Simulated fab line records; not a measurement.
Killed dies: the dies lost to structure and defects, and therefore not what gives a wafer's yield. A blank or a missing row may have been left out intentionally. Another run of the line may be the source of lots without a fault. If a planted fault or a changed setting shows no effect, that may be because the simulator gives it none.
Comparing a struck lot with a sound one -- flow sky130 -- 40 steps out of a route of 708
Sound: these wafers, L344.2, L344.5, L344.6. The struck wafers were L343.1, L343.3, L343.6. At the end, the cause is stated.
For every step that has rows: the tool of each side, followed by ch and its chambers, followed by its first start. Under that, the readings that differ: sound wafers -- struck wafers -- difference of the means -- sigmas: that difference in standard deviations of wafers without a fault.
alike: a reading whose means differ by less than 2 such deviations, as well as words and numbers matching on both sides. not compared: withheld readings; readings where some wafer has no value; bounds like >300 that might hide an equal value; numbers whose values overlap and for which the record gives no deviation.
The two part at a step that has a row with sigmas, a row that says differs or no value, or rows on one side only. When numbers do not overlap yet have no deviation, they are printed without sigmas and do not part them. Lack of a reading on every wafer of one side parts them only where that side has two or more wafers.

first, 9 steps without rows for these wafers: SKY_VT_ADJUST_HVTP_COAT_02 (resist thk 1140 nm); SKY_VT_ADJUST_HVTP_SOFTBAKE_03 (time 60 s); SKY_VT_ADJUST_HVTP_EXPOSE_04 (exposes mask HVTPM, target cd 380 nm); SKY_VT_ADJUST_HVTP_PEB_05; SKY_VT_ADJUST_HVTP_DEVELOP_06 (develop time 60 s); SKY_VT_ADJUST_HVTP_IMPLANT_09; SKY_VT_ADJUST_HVTP_STRIP_10 (strips in O2/N2); SKY_VT_ADJUST_LVTN_DEHYDRATE_00 (time 60 s); SKY_VT_ADJUST_LVTN_HMDS_01 (prime time 60 s).
SKY_VT_ADJUST_LVTN_COAT_02: resist thk 3000 nm.
  struck on litho-track-01, day 8 09:13; sound on litho-track-04 ch 0, day 8 12:53
  no value came back on the struck wafers for chill-plate-temp-C (C), dispense-pressure-kPa (kPa); on the sound wafers chill-plate-temp-C (C) reads 22.90 23.06 22.99
then, 4 steps without rows for these wafers: SKY_VT_ADJUST_LVTN_SOFTBAKE_03; SKY_VT_ADJUST_LVTN_EXPOSE_04 (exposes mask NWM COMPLEMENT LESS NATIVE, target cd 840 nm); SKY_VT_ADJUST_LVTN_PEB_05; SKY_VT_ADJUST_LVTN_DEVELOP_06 (develop time 60 s).
SKY_VT_ADJUST_LVTN_OVL_MEAS_07:
  struck on overlay-01, day 8 14:50; sound on overlay-02, day 8 17:22
reading,sound,struck,difference,sigmas
VT_ADJUST_LVTN_OVL (nm),-1.0 -1.4 -0.9,- - -,no value on the struck wafers,
then, 11 steps without rows for these wafers: SKY_VT_ADJUST_LVTN_IMPLANT_08; SKY_VT_ADJUST_LVTN_STRIP_09 (strips in O2/N2); SKY_VT_ADJUST_LVTN_DEHYDRATE_11 (time 60 s); SKY_VT_ADJUST_LVTN_HMDS_12 (prime time 60 s); SKY_VT_ADJUST_LVTN_COAT_13 (resist thk 1140 nm); SKY_VT_ADJUST_LVTN_SOFTBAKE_14 (time 60 s); SKY_VT_ADJUST_LVTN_EXPOSE_15 (exposes mask HVN STD DERIVED, target cd 600 nm); SKY_VT_ADJUST_LVTN_PEB_16; SKY_VT_ADJUST_LVTN_DEVELOP_17 (develop time 60 s); SKY_VT_ADJUST_LVTN_IMPLANT_19; SKY_VT_ADJUST_LVTN_STRIP_20 (strips in O2/N2).
SKY_VT_ADJUST_LVTN_TW_MEAS_21:
  struck on film-metro-02, day 9 00:49; sound on film-metro-02, day 9 09:51
reading,sound,struck,difference,sigmas
VT_ADJUST_LVTN_2_TW,186.9 187.0 187.9,266.0 265.7 264.2,+78.0,+39
then, 8 steps without rows for these wafers: SKY_VT_ADJUST_NCORE_DEHYDRATE_00 (time 60 s); SKY_VT_ADJUST_NCORE_HMDS_01 (prime time 60 s); SKY_VT_ADJUST_NCORE_COAT_02 (resist thk 1140 nm); SKY_VT_ADJUST_NCORE_SOFTBAKE_03 (time 60 s); SKY_VT_ADJUST_NCORE_EXPOSE_04 (exposes mask LVTN COMPLEMENT THIN, target cd 380 nm); SKY_VT_ADJUST_NCORE_PEB_05; SKY_VT_ADJUST_NCORE_DEVELOP_06 (develop time 60 s); SKY_VT_ADJUST_NCORE_IMPLANT_09.
SKY_VT_ADJUST_NCORE_TW_MEAS_11:
  struck on film-metro-01, day 9 23:35; sound on film-metro-04, day 10 02:58
reading,sound,struck,difference,sigmas
VT_ADJUST_NCORE_TW,217.4 215.9 216.8,280.1 279.5 279.0,+62.8,+29
SKY_VT_ADJUST_HVTR_TW_MEAS_11:
  struck on film-metro-02, day 10 14:36; sound on film-metro-02, day 10 19:13
reading,sound,struck,difference,sigmas
VT_ADJUST_HVTR_TW,208.3 207.8 209.0,274.9 273.7 275.3,+66.3,+32
SKY_VT_ADJUST_PCH_TW_MEAS_10:
  struck on film-metro-04, day 11 09:04; sound on film-metro-02, day 11 16:37
reading,sound,struck,difference,sigmas
VT_ADJUST_PCH_TW,141.4 141.7 141.4,250.2 249.9 248.3,+108.0,+99 or more
SKY_SONOS_TUNNEL_TW_MEAS_12:
  struck on film-metro-02, day 12 08:47; sound on film-metro-04, day 12 16:11
reading,sound,struck,difference,sigmas
SONOS_TUNNEL_TW,196.9 196.8 195.7,271.4 269.5 270.3,+73.9,+39
-- record jumps: 34 days separate the struck wafers' starts on either side; left off in module SONOS_TUNNEL, taken up again in module PAD_OPEN, whose first shown step is the route's number 708 --
SKY_PAD_OPEN_PROBE_99:
  only the struck wafers here have rows in the record (prober-01, day 46 10:19); the sound ones have none

## WHERE THEY PART
Earliest at SKY_VT_ADJUST_LVTN_COAT_02; latest, in this record, at SKY_PAD_OPEN_PROBE_99.

WHY: whatever the simulator had introduced
Skipped step whole: litho-track-01, from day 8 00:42 on, at SKY_VT_ADJUST_LVTN_COAT_02. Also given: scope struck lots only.
